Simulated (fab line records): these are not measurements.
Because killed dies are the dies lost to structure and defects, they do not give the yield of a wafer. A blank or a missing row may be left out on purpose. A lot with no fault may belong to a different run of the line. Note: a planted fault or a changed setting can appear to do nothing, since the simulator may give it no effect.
Struck lot and sound lot, side by side :: flow sky130 :: 36 steps out of a route of 708
Sound: these wafers, L995.3, L995.4, L995.5. Wafers struck: L102.2, L102.4, L102.5. The cause comes at the end.
Each step with rows lists, per side, the tool, then ch with its chambers, then its first start. Under that, the readings that differ: sound wafers :: struck wafers :: difference of the means :: sigmas: that difference in standard deviations of wafers without a fault.
alike: same words and numbers on both sides, and readings whose means sit less than 2 such deviations apart. not compared: any withheld reading, any reading some wafer has no value for, any bound like >300 that may hide the same value, and any number with overlapping values for which the record gives no deviation.
The two part at a step that has a row with sigmas, a row that says differs or no value, or rows on one side only. Numbers that have no deviation but don't overlap get no sigmas and don't part them. A reading that every wafer of one side lacks parts them only if that side has two wafers or more.

first, 10 steps without rows for these wafers: SKY_GATE_OXIDE_COAT_05 (resist thk 1140 nm); SKY_GATE_OXIDE_SOFTBAKE_06 (time 60 s); SKY_GATE_OXIDE_EXPOSE_07 (exposes mask LVOM, target cd 600 nm); SKY_GATE_OXIDE_PEB_08; SKY_GATE_OXIDE_DEVELOP_09 (develop time 60 s); SKY_GATE_OXIDE_IMPLANT_11; SKY_GATE_OXIDE_WET_ETCH_12 (etches SiO2 in dHF, target depth 16.8 nm, time 336 s); SKY_GATE_OXIDE_STRIP_13 (strips in O2/N2); SKY_GATE_OXIDE_CLEAN_15 (cleans in SC1/SC2, time 150 s); SKY_GATE_OXIDE_OXIDATION_16 (stabilise 600 s, purge 300 s, target thk 3.57 nm).
SKY_POLY_GATE_CVD_00: deposits poly-Si, target thk 180 nm, time 720 s.
  sound on lpcvd-01 ch 1, day 17 15:52; struck on lpcvd-01 ch 0, day 20 02:00
reading: spike tc bottom C (C)
sound: 644.9 644.8 644.8
struck: 638.5 636.9 638.3
difference: -6.9
sigmas: -6

reading: spike tc centre C (C)
sound: 620.8 620.5 620.0
struck: 615.8 616.8 614.4
difference: -4.8
sigmas: -5

reading: spike tc lower C (C)
sound: 620.7 620.1 618.8
struck: 613.5 613.9 613.5
difference: -6.2
sigmas: -4

reading: spike tc upper C (C)
sound: 619.7 618.1 619.2
struck: 613.8 615.5 614.7
difference: -4.3
sigmas: -4

reading: susceptor temp C (C)
sound: 620.10 620.19 620.47
struck: 614.94 614.62 614.68
difference: -5.51
sigmas: -20

reading: zone power top pct (%)
sound: 21.7 21.9 22.2
struck: 15.6 15.8 15.9
difference: -6.2
sigmas: -2

reading: model.poly-Si_of_POLY_GATE_CVD_00.thk nm (nm)
sound: 175.2 177 177.2
struck: 158.1 159.3 159.9
difference: -17.4
sigmas: 
SKY_POLY_GATE_THK_MEAS_01:
  sound on film metro-03 at day 17 17:05; struck on film metro-03 at day 20 03:13
reading: POLY_GATE_CVD_00_THK (nm)
sound: 175.4 176.9 177.1
struck: 158.1 159.2 160.0
difference: -17.4
sigmas: -10
then, 9 steps without rows for these wafers: SKY_RES_PROTECT_DEHYDRATE_00 (time 60 s); SKY_RES_PROTECT_HMDS_01 (prime time 60 s); SKY_RES_PROTECT_COAT_02 (resist thk 1140 nm); SKY_RES_PROTECT_SOFTBAKE_03 (time 60 s); SKY_RES_PROTECT_EXPOSE_04 (exposes mask RPM, target cd 1270 nm); SKY_RES_PROTECT_PEB_05; SKY_RES_PROTECT_DEVELOP_06 (develop time 60 s); SKY_POLY_GATE_IMPLANT_02; SKY_RES_PROTECT_STRIP_07 (strips in O2/N2).
SKY_RES_PROTECT_CLEAN_09: cleans in SC1/SC2, time 150 s.
  sound on wet bench-04 ch 1, day 18 23:11; struck on wet bench-01 ch 3, day 21 10:14
reading: model.poly-Si_of_POLY_GATE_CVD_00.thk nm (nm)
sound: 174.6 176.3 176.6
struck: 157.5 158.7 159.3
difference: -17.3
sigmas: 
  alike: temp c
then, 11 steps without rows for these wafers: SKY_POLY_GATE_CVD_03 (deposits Si3N4 from DCS/NH3, target thk 75 nm, time 1290 s); SKY_POLY_GATE_DEHYDRATE_05 (time 60 s); SKY_POLY_GATE_HMDS_06 (prime time 60 s); SKY_POLY_GATE_COAT_07 (resist thk 110 nm); SKY_POLY_GATE_COAT_08 (resist thk 450 nm); SKY_POLY_GATE_SOFTBAKE_09 (time 90 s); SKY_POLY_GATE_EXPOSE_10 (exposes mask P1M, target cd 150 nm); SKY_POLY_GATE_PEB_11; SKY_POLY_GATE_DEVELOP_12 (develop time 60 s); SKY_POLY_GATE_ETCH_15 (etches BARC in N2/H2, stops on SiO2, time 118.5 s, target depth 110 nm); SKY_POLY_GATE_ETCH_16 (etches Si3N4 in CH3F/O2, stops on poly-Si, time 147.5 s, target depth 75 nm).
SKY_POLY_GATE_ETCH_17: etches poly-Si in HBr/Cl2, stops on SiO2, target depth 180 nm, time 70.5 s.
  sound on rie si-02 ch 0,3, day 20 09:09; struck on rie si-01 ch 0,1,2, day 22 18:55
reading: oes product au (a.u.)
sound: 0.978 0.984 0.982
struck: 0.907 0.915 0.913
difference: -0.070
sigmas: -8

reading: model.etch.depth nm (nm)
sound: 174.6 176.3 176.6
struck: 157.5 158.7 159.3
difference: -17.3
sigmas: 

reading: model.POLY_GATE.feature depth nm (nm)
sound: 174.6 176.3 176.6
struck: 157.5 158.7 159.3
difference: -17.3
sigmas: 
  alike: drypump motor current A, throttle valve pct
  not compared: rf hours counter h
then, 1 step without rows for these wafers: SKY_POLY_GATE_STRIP_18 (strips in O2/N2).
-- a jump in the record: the struck wafers' starts before and after are 27 days apart (it breaks off in module POLY_GATE and resumes in module PAD_OPEN, where the first step shown is number 708 of the route) --
SKY_PAD_OPEN_PROBE_99:
  sound on prober-02 at day 48 12:25; struck on prober-02 at day 49 20:15
reading: killed at front end
sound: 29 30 18
struck: 12 14 12
difference: -13
sigmas: -3

reading: killed dies
sound: 94 97 96
struck: 77 82 67
difference: -20
sigmas: -2

reading: model.etest.res high po.line ohm um
sound: 770.8 756.3 751.2
struck: 802.9 808.4 805.9
difference: +46.3
sigmas: 

reading: model.etest.res poly.line ohm um
sound: 512.4 513 519.7
struck: 551.4 565.7 564.7
difference: +45.6
sigmas: 

reading: model.etest.res high po.rs ohm sq
sound: 269 263.4 264
struck: 281.4 285.2 281.3
difference: +17.2
sigmas: 

reading: model.etest.res poly.rs ohm sq
sound: 49.22 48.69 48.14
struck: 52.72 53.14 52.56
difference: +4.12
sigmas: 

reading: model.etest.cap li to poly.c af um2
sound: 95.63 99 97.98
struck: 95.08 94.67 93.23
difference: -3.21
sigmas: 
  alike: killed_at_M0_to_M3, killed_at_M4_up, killed at contacts, killed at other, killed open, killed short

## WHERE THEY PART
Earliest at SKY_POLY_GATE_CVD_00; latest, in this record, at SKY_PAD_OPEN_PROBE_99.

WHY: what had been put in by the simulator
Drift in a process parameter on lpcvd-01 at SKY_POLY_GATE_CVD_00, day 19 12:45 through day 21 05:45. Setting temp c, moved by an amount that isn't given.
